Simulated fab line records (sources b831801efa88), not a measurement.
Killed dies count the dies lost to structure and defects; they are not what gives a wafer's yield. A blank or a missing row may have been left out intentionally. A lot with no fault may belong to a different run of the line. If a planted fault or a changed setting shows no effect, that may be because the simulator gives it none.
Struck lot and sound lot, side by side | flow sfq-line | 14 steps out of a route of 325
Sound: the wafers L551.2, L551.3, L551.4. Wafers L560.3, L560.5, L560.6 were the ones struck. The cause comes at the end.
Each step with rows lists, per side, the tool, then ch with its chambers, then its first start. Under that, the readings that differ: sound wafers | struck wafers | difference of the means | sigmas: that difference in standard deviations of wafers without a fault.
alike: words and numbers the same on both sides, and readings whose means are apart by under 2 such deviations; not compared: readings that were withheld, readings missing a value for some wafer, numbers with overlapping values and no deviation given by the record, and bounds like >300 which may hide the same value.
The two part at a step that has a row with sigmas, a row that says differs or no value, or rows on one side only. When numbers do not overlap yet have no deviation, they are printed without sigmas and do not part them. A reading missing from all wafers of one side parts the sides only when that side holds two or more wafers.

first, 2 steps without rows for these wafers: SFQ_TRILAYER_L0_VIA_STRIP_SOLV_CLEAN_018 (cleans in NMP, time 600 s); SFQ_TRILAYER_M0_DEP_PRE_CLEAN_020 (time 15 s).
SFQ_TRILAYER_M0_DEP_SPUTTER_019: material Nb, target thk 200 nm, time 133.3 s.
  sound: pvd-sputter-03 at day 10 08:47; struck: pvd-sputter-06 at day 12 15:30
  alike: throttle-valve-pct
SFQ_M0_RS_MEAS_904: measures by four-point-probe.
  sound: film-metro-02 at day 10 08:53; struck: film-metro-01 at day 12 15:38
  reading           | sound             | struck            | difference | sigmas
  M0_NB_RS (ohm/sq) | 0.869 0.875 0.885 | 0.897 0.897 0.899 | +0.021     | +2
then, 6 steps without rows for these wafers: SFQ_TRILAYER_M0_LITHO_COAT_026 (resist thk 62 nm); SFQ_TRILAYER_M0_LITHO_COAT_021 (resist thk 600 nm); SFQ_TRILAYER_M0_LITHO_SOFTBAKE_025; SFQ_TRILAYER_M0_LITHO_EXPOSE_022 (exposes mask M0, target cd 500 nm); SFQ_TRILAYER_M0_LITHO_PEB_024 (peb time 60 s); SFQ_TRILAYER_M0_LITHO_DEVELOP_023 (time 60 s).
-- the record jumps here: 5 days lie between the struck wafers' starts before and after --
SFQ_M0_OVL_MEAS_906:
  sound: overlay-01 at day 15 05:11; struck: overlay-02 at day 18 00:31
  alike: M0_OVL
SFQ_TRILAYER_M0_BARC_OPEN_METAL_ETCH_031: etches BARC in O2, target depth 125 nm, time 41.7 s.
  sound on rie-metal-03 ch 0,1, day 15 05:13; struck on rie-metal-03 ch 0,1, day 18 00:33
  reading                                             | sound             | struck          | difference | sigmas
  model.KrF_of_TRILAYER_M0_LITHO_COAT_021.thk-nm (nm) | 519.7 519.1 519.6 | 529.9 531 529.7 | +10.7      |
  alike: drypump-motor-current-A, oes-product-au
  not compared: rf-hours-counter-h
SFQ_TRILAYER_M0_ETCH_METAL_ETCH_024: etches Nb in Cl2/Ar, stops on SiO2, target depth 240 nm, time 120 s.
  sound on rie-metal-03 ch 0,1, day 15 05:16; struck on rie-metal-03 ch 0,1, day 18 00:38
  reading                                             | sound             | struck            | difference | sigmas
  model.KrF_of_TRILAYER_M0_LITHO_COAT_021.thk-nm (nm) | 378.1 376.9 378.2 | 388.6 390.8 388.9 | +11.7      |
  alike: drypump-motor-current-A, oes-product-au
  not compared: rf-hours-counter-h
SFQ_TRILAYER_M0_STRIP_STRIP_025: strips in O2.
  sound on rie-metal-03 ch 0,1, day 15 05:23; struck on rie-metal-03 ch 0,1, day 18 00:55
  reading           | sound             | struck            | difference | sigmas
  platen-temp-c (C) | 40.14 40.17 40.16 | 39.89 40.01 39.91 | -0.22      | -2
  alike: drypump-motor-current-A, oes-product-au
  not compared: rf-hours-counter-h

## WHERE THEY PART
Last at SFQ_TRILAYER_M0_STRIP_STRIP_025 as far as this record goes, first at SFQ_M0_RS_MEAS_904.

WHY: what the simulator had put in
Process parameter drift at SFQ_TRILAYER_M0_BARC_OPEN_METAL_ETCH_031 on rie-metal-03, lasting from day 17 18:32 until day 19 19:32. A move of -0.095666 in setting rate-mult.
